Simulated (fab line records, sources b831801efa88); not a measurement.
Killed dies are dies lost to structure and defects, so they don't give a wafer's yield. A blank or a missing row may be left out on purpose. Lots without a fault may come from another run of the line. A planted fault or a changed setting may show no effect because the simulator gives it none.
fab line records | flow sfq_line
record lots=5 wafers=15 last_day=86
route steps=325 shown M3@132 I3@133
lots that met no fault: from a run of the same line without faults
start_h: hours from the record's first day to the start of the lot's first wafer shown | wait_h: hours since the lot's step before | " the same as in the row above | L1.1+2: a row that stands for several wafers | - no value, or no start given | * or withheld: withheld | < > ~ a bound
route shown NAME@n: a module of which the file shows steps, and the number in the route of the first | usual: mean/standard deviation of fault-free wafers | same: alike in all rows | chamber/n: place in a boat | sites: the reading at each site | _std_site: their standard deviation | _edge_site: outer sites' mean less inner sites' | radius_mm: how far each site lies from the wafer's centre | mask NAME#n: copy n | behind: the tool/chamber that last shaped the wafer | hold: why the lot was held/for how many hours/how that ended | device: the transistor (n, p or np) that didn't switch | end of line: the same wafers' tests at the end of the route | a step without rows: its recipe alone | killed: dies lost to structure and defects at the first sort, not the wafer's yield | map: a wafer's dies, x killed, . not, _ none there
set.NAME: the setting as run; set.NAME@STEP: as run at that earlier step | model.NAME: the simulator's own value behind a step, which no gauge read
lots at some steps of the route; a table a step, a row a wafer
services: from which hour (start_h, from the record's first day; less than 0 if before it) a tool's chamber was out of use, for how many hours, and why
## steps
# step SFQ_TRILAYER_M3_STRIP_SOLV_CLEAN_080
# recipe chemistry=NMP temp_c=70 time_s=600
# step SFQ_TRILAYER_I3_DEP_PECVD_081
# recipe material=SiO2 temp_c=150 time_s=111.11 pressure_torr=2.4 rf_w=183.3 precursor=SiH4/N2O target_thk_nm=500
# usual heater_power_w=81/10 throttle_valve_pct=25.0/1.3
# columns lot.wafer tool chamber start_h wait_h heater_power_w throttle_valve_pct
L277.4 pecvd-02 0 916.43 0.0 77 24.4
L277.5 " 2 " " 89 25.5
L277.6 " 1 " " 85 24.6
L279.2 pecvd-04 2 935.62 0.0 82 24.2
L279.4 " 1 " " 88 24.3
L279.5 " 0 " " 54 25.3
L282.1 pecvd-03 0 1108.73 0.0 84 24.6
L282.3 " 1 " " 85 26.1
L282.6 " 1 " " 68 26.1
L288.2 pecvd-03 0 1130.31 0.0 80 24.8
L288.5 " 2 " " 83 27.1
L288.6 " 1 " " 76 26.0
L290.1 pecvd-03 2 1132.71 0.0 91 27.2
L290.2 " 1 " " 78 26.0
L290.4 " 2 " " 95 27.1
# step SFQ_TRILAYER_I3_CMP_CMP_082
# recipe material=SiO2 down_force_psi=3 platen_rpm=60 pad_velocity_m_s=0.94248
# usual head_pressure_psi=3.001/0.0069 motor_current_A=10.3/1.1 slurry_flow_ml_min=150.0/0.49 time_to_endpoint_s=213/6.8
# columns lot.wafer tool chamber start_h wait_h head_pressure_psi motor_current_A slurry_flow_ml_min time_to_endpoint_s
L277.4 cmp-02 3 916.47 0.0 3.012 12.2 150.4 209
L277.6 " 3 918.47 2.0 3.001 11.8 150.3 210
L277.5 " 0 " " 2.996 9.6 151.0 211
L279.4 cmp-01 0 939.18 3.5 3.004 11.1 149.9 222
L279.2 " 2 940.18 4.5 3.010 8.1 149.9 215
L279.5 " 1 941.68 6.0 3.004 9.7 149.9 216
L282.3 cmp-02 2 1117.00 8.2 2.999 10.8 150.4 210
L282.1 " 3 " " 3.009 12.1 149.0 205
L282.6 " 2 1119.00 10.2 3.000 10.3 149.8 213
L288.2 cmp-02 0 1132.19 1.8 3.002 10.0 149.4 209
L288.5 " 0 1134.19 3.8 3.000 9.6 149.9 211
L288.6 " 1 " " 2.994 11.1 149.9 222
L290.2 cmp-01 2 1136.99 4.2 3.012 7.8 151.2 210
L290.4 " 3 " " 2.998 9.5 150.0 215
L290.1 " 0 " " 3.005 10.5 150.3 210
# step SFQ_I3_BOW_MEAS_922
# recipe mode=bow
# usual I3_BOW=0/9.2
# columns lot.wafer tool chamber start_h wait_h I3_BOW[um]
L277.4 film_metro-03 - 919.53 2.6 -9
L277.5 " - " " 2
L277.6 " - " " -7
L279.2 film_metro-01 - 942.20 1.5 1
L279.4 " - " " 10
L279.5 " - " " 6
L282.1 film_metro-04 - 1119.50 1.5 6
L282.3 " - " " 8
L282.6 " - " " 14
L288.2 film_metro-01 - 1135.21 2.5 -9
L288.5 " - " " -11
L288.6 " - " " -14
L290.1 film_metro-04 - 1139.99 1.5 7
L290.2 " - " " 1
L290.4 " - " " 12
# step SFQ_TRILAYER_I3_METRO_MEASURE_083
# usual thk_nm=199.6/0.92
# columns lot.wafer tool chamber start_h wait_h thk_nm
L277.4 film_metro-03 - 920.19 0.6 199.0
L277.5 " - " " 199.7
L277.6 " - " " 199.1
L279.2 film_metro-01 - 942.50 0.3 199.1
L279.4 " - " " 199.3
L279.5 " - " " 198.6
L282.1 film_metro-04 - 1119.62 0.1 199.6
L282.3 " - " " 199.9
L282.6 " - " " 201.1
L288.2 film_metro-01 - 1135.51 0.3 200.1
L288.5 " - " " 200.1
L288.6 " - " " 199.1
L290.1 film_metro-04 - 1140.11 0.1 198.9
L290.2 " - " " 198.2
L290.4 " - " " 198.9
# step SFQ_TRILAYER_I3_VIA_LITHO_COAT_090
# recipe resist=BARC spin_rpm=3000 resist_thk_nm=62
# step SFQ_TRILAYER_I3_VIA_LITHO_COAT_085
# recipe resist=KrF spin_rpm=3000 resist_thk_nm=650
# step SFQ_TRILAYER_I3_VIA_LITHO_SOFTBAKE_089
# recipe temp_c=withheld time_s=withheld resist=KrF
# step SFQ_TRILAYER_I3_VIA_LITHO_EXPOSE_086
# recipe mask_id=I3 na=0.6 source_shape=conventional sigma_outer=0.65 target_cd_nm=500 dose_mj=21.3
# step SFQ_TRILAYER_I3_VIA_LITHO_PEB_088
# recipe peb_temp_c=115 peb_time_s=60 resist=KrF
# step SFQ_TRILAYER_I3_VIA_LITHO_DEVELOP_087
# recipe time_s=60 resist=KrF
# step SFQ_I3_OVL_MEAS_923
# usual I3_OVL=1/4.9
# columns lot.wafer tool chamber start_h wait_h I3_OVL[nm]
L277.4 overlay-01 - 937.04 0.1 8
L277.5 " - " " -1
L277.6 " - " " -2
L279.2 overlay-02 - 946.92 0.1 6
L279.4 " - " " -1
L279.5 " - " " 5
L282.1 overlay-01 - 1136.51 0.1 0
L282.3 " - " " 4
L282.6 " - " " 3
L288.2 overlay-02 - 1150.72 0.1 -3
L288.5 " - " " -2
L288.6 " - " " 4
L290.1 overlay-02 - 1160.41 0.1 0
L290.2 " - " " -6
L290.4 " - " " -4
# step SFQ_TRILAYER_I3_VIA_BARC_OPEN_VIA_ETCH_121
# recipe mask_material=PR chemistry=O2 target_depth_nm=125 target=BARC source_w=500 bias_w=80 pressure_mtorr=31.3 time_s=41.7
# usual bias_w=80.01/0.24 drypump_motor_current_A=5.9/0.47 oes_product_au=0.686/0.0043
# columns lot.wafer tool chamber start_h wait_h bias_w drypump_motor_current_A oes_product_au rf_hours_counter_h model.KrF_of_TRILAYER_I3_VIA_LITHO_COAT_085.thk_nm
L277.4 rie_diel-02 1 937.06 0.0 80.49 6.4 0.684 9 568.7
L277.5 " 2 " " 79.54 5.0 0.685 - 570.9
L277.6 " 1 " " 80.09 6.4 0.693 - 571.2
L279.2 rie_diel-04 3 946.95 0.0 80.17 5.9 0.683 8 573.6
L279.4 " 0 " " 79.48 6.2 0.692 1 573.6
L279.5 " 1 " " 80.51 5.4 0.680 - 573.5
L282.1 rie_diel-02 3 1136.55 0.0 79.94 5.6 0.687 17 572.9
L282.3 " 0 " " 79.95 5.9 0.691 6 570.8
L282.6 " 1 " " 80.26 6.4 0.681 - 570.8
L288.2 rie_diel-02 3 1150.75 0.0 79.86 5.6 0.684 17 571
L288.5 " 1 " " 80.38 6.4 0.686 - 571.2
L288.6 " 0 " " 80.05 5.9 0.684 - 570.3
L290.1 rie_diel-04 0 1160.45 0.0 79.93 6.2 0.687 5 570
L290.2 " 1 " " 62.73 5.5 0.677 9 574.2
L290.4 " 2 " " 80.38 5.9 0.684 11 569.2
# step SFQ_TRILAYER_I3_VIA_ETCH_VIA_ETCH_088
# recipe target=SiO2 stop_on=Nb mask_material=PR taper_deg=20 chemistry=CHF3 target_depth_nm=260 source_w=500 bias_w=80 pressure_mtorr=30 time_s=withheld
# usual bias_w=80.02/0.26 drypump_motor_current_A=5.9/0.47 oes_product_au=0.853/0.0044
# columns lot.wafer tool chamber start_h wait_h bias_w drypump_motor_current_A oes_product_au model.KrF_of_TRILAYER_I3_VIA_LITHO_COAT_085.thk_nm
L277.4 rie_diel-02 1 937.10 0.0 79.81 6.4 0.857 524
L277.5 " 2 " " 79.96 5.0 0.847 526.4
L277.6 " 1 " " 80.06 6.4 0.852 527
L279.2 rie_diel-04 3 946.99 0.0 80.04 5.9 0.854 529.2
L279.4 " 0 " " 80.37 6.2 0.848 529.3
L279.5 " 1 " " 80.33 5.5 0.847 529.1
L282.1 rie_diel-02 3 1136.59 0.0 80.15 5.6 0.863 527.8
L282.3 " 0 " " 79.70 5.9 0.855 525.4
L282.6 " 1 " " 80.21 6.4 0.856 526.1
L288.2 rie_diel-02 3 1150.79 0.0 80.01 5.6 0.847 526.6
L288.5 " 1 " " 79.99 6.5 0.858 526.5
L288.6 " 0 " " 79.95 5.9 0.857 525.6
L290.1 rie_diel-04 0 1160.49 0.0 80.03 6.2 0.849 525.2
L290.2 " 1 " " 80.67 5.5 0.851 529.8
L290.4 " 2 " " 80.47 6.0 0.850 523.9
# step SFQ_TRILAYER_I3_VIA_STRIP_STRIP_089
# recipe gas=O2 power_w=200 platen_temp_c=40 overash_fraction=0.65 chemistry=O2 pressure_mtorr=50
# usual drypump_motor_current_A=6.0/0.54 oes_product_au=0.999/0.0075
# columns lot.wafer tool chamber start_h wait_h drypump_motor_current_A oes_product_au rf_hours_counter_h
L277.4 rie_metal-03 1 937.42 - 6.1 0.996 -
L277.5 " 1 " " 6.1 0.994 -
L277.6 " 0 " " 6.6 1.006 -
L279.2 rie_metal-02 0 947.30 - 6.2 1.003 -
L279.4 " 0 " " 6.2 0.994 -
L279.5 " 0 " " 6.2 0.995 -
L282.1 rie_metal-04 1 1136.70 - 5.8 0.999 16
L282.3 " 1 " " 5.8 1.008 -
L282.6 " 1 " " 5.8 1.005 -
L288.2 rie_metal-02 1 1150.90 - 5.2 0.990 22
L288.5 " 1 " " 5.2 0.993 -
L288.6 " 0 " " 6.1 0.995 -
L290.1 rie_metal-03 1 1160.60 - 6.1 0.992 103
L290.2 " 0 " " 6.6 0.995 94
L290.4 " 0 " " 6.6 0.993 -
## services
# columns tool chamber start_h hours kind
rie_metal-03 1 893.49 1.3 repair
rie_metal-02 - 898.73 28.1 pm
cmp-02 - 904.29 0.2 repair
film_metro-04 - 915.36 1.1 pm
cmp-02 - 919.47 4.0 pm
rie_diel-04 0 924.61 8.1 repair
rie_metal-02 1 928.93 20.3 repair
cmp-02 - 930.02 0.6 repair
cmp-01 - 936.62 0.3 repair
film_metro-04 - 951.58 0.5 pm
pecvd-03 1 978.87 9.4 repair
rie_metal-03 - 981.79 0.2 repair
rie_diel-04 1 1000.90 16.4 repair
film_metro-04 - 1001.35 1.2 pm
cmp-02 - 1006.23 1.5 repair
cmp-02 - 1010.65 0.4 repair
cmp-02 - 1014.02 3.2 pm
cmp-02 - 1055.73 0.8 repair
film_metro-01 - 1074.58 0.4 pm
pecvd-03 2 1077.09 4.8 repair
rie_metal-03 - 1085.31 15.8 repair
cmp-01 - 1090.03 4.0 pm
rie_diel-04 1 1145.31 6.7 repair
rie_diel-02 0 1154.53 4.6 repair
## key
first_sign step=SFQ_TRILAYER_I3_VIA_BARC_OPEN_VIA_ETCH_121 reading=bias_w direction=down sigmas=71 usual=80.01 struck=62.73
effect none on later readings
model_effect step=SFQ_TRILAYER_I3_VIA_BARC_OPEN_VIA_ETCH_121 value=KrF_of_TRILAYER_I3_VIA_LITHO_COAT_085.thk_nm without=570.6 struck=574.2
model_effect step=SFQ_TRILAYER_I3_VIA_ETCH_VIA_ETCH_088 value=KrF_of_TRILAYER_I3_VIA_LITHO_COAT_085.thk_nm without=526.2 struck=529.8
met_at SFQ_TRILAYER_I3_VIA_BARC_OPEN_VIA_ETCH_121
struck_wafers L290.2
onset_between 946.95 1160.45
fault kind=process_parameter_drift tool=rie_diel-04 chamber=1 onset_h=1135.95 steps=SFQ_TRILAYER_I3_VIA_BARC_OPEN_VIA_ETCH_121 channel=bias_w offset=-17.325 shape=step end_h=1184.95 acts_in=these_recipes_only stated=80
